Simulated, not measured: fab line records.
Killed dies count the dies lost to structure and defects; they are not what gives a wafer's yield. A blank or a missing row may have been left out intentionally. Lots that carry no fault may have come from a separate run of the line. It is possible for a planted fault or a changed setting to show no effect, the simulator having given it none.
Matching of chambers -- flow sky130 -- SKY_VIA2_CMP_24 on cmp-01: 4 sister chambers
The step polishes, stops on SiO2, t overpolish 20 s, target thk 0 nm. 4 wafers are shown with their chamber, then 8 later ones without.

## WAFERS WITH THEIR CHAMBER
wafer,chamber,motor_current_A (A)
L549.2,3,10.2
L551.4,2,9.6
L551.6,1,10.7
L552.2,0,12.0

## WAFERS WITHOUT THEIR CHAMBER
wafer,motor_current_A (A)
L552.3,10.4
L552.5,9.9
L554.1,12.2
L554.3,10.3
L554.5,12.1
L555.1,9.6
L555.2,12.0
L555.6,12.3

## CHAMBER TAKEN BY EACH
wafer,from the rows above,in truth
L552.3,can't be placed: 3 or 1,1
L552.5,can't be placed: 3 or 2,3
L554.1,0,0
L554.3,can't be placed: 3 or 1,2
L554.5,0,0
L555.1,2,2
L555.2,0,0
L555.6,0,0
5 of 8 placed correctly. Not placeable from these rows: 3 (in 2, the candidates include the true chamber). Wrongly placed: 0.
How it was worked out, from the rows above alone: a wafer's distance from a chamber is the root of the sum, over the readings, of the square of ((its reading less the chamber's mean) divided by the reading's scatter). If the next closest chamber is less than 2 further off than the closest, the wafer can't be placed; otherwise it belongs to the closest. The mean given for a chamber averages the wafers shown for that chamber. The scatter: with one shown wafer a chamber, the root of the mean of the squares of how far each hidden wafer lies from its nearest shown one.
